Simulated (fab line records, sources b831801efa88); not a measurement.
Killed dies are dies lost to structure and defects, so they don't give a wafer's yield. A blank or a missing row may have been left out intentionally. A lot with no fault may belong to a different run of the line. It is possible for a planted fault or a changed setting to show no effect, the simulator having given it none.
What tool caused it? -- flow gf180mcu -- 6 lots with 18 wafers sampled at 2 steps, on a route of 602 steps

WHAT THE GAUGES SHOWED, per wafer
GF_HV_LDD_TW_MEAS_11.
lot,measured,on,HV_LDD_TW
L730,day 10 07:20,film metro-02,2414 2416 2415
L736,day 12 10:31,film metro-04,2443 2443 2432
L738,day 13 11:00,film metro-04,2418 2429 2425
L740,day 13 18:26,film metro-03,2419 2413 2422
L743,day 14 14:13,film metro-03,2398 2417 2408
L745,day 15 05:56,film metro-03,1168 1185 1151 1181 1184 1159

EACH LOT AND THE TOOL THAT RAN IT (in order: tool; ch and the chambers of the sampled wafers; start)
lot,GF_HV_LDD_IMPLANT_09
L730,"implanter-02 ch 0, day 10 07:07"
L736,"implanter-03 ch 0, day 12 10:16"
L738,"implanter-03 ch 0, day 13 10:45"
L740,"implanter-03 ch 0, day 13 18:11"
L743,"implanter-02 ch 0, day 14 13:58"
L745,"implanter-03 ch 0, day 15 05:41"
- GF_HV_LDD_IMPLANT_09

THE ANSWER, worked out from the rows above alone
Rule: the usual values come from the lots themselves. The widest of any qualifying gaps counts: lots, ordered by their means at a reading, are off when they make up no more than a third of the lots, leave a main group of 4 or more, and stand apart from it by 3 or more times the standard deviation of that group's means. Not used: any main group whose means are identical at the precision the tables above print for the reading. Also off: a lot with no number at a reading for which 4 or more lots have one. Where the step has rows for the other lots, those lots are counted as sound.
Off: at GF_HV_LDD_TW_MEAS_11 (HV_LDD_TW), L745. Mean 2421 and standard deviation 11 in the main group.
If a tool, at a process step before that reading, ran all the lots that are off and no sound lot after the first of them, it fits. Those tools and the gauges at GF_HV_LDD_TW_MEAS_11 are tried in the same way. Can't be told from this: 2 tools fit, implanter-03 at GF_HV_LDD_IMPLANT_09, film metro-03 at GF_HV_LDD_TW_MEAS_11.

WHAT THE SIMULATOR PUT IN
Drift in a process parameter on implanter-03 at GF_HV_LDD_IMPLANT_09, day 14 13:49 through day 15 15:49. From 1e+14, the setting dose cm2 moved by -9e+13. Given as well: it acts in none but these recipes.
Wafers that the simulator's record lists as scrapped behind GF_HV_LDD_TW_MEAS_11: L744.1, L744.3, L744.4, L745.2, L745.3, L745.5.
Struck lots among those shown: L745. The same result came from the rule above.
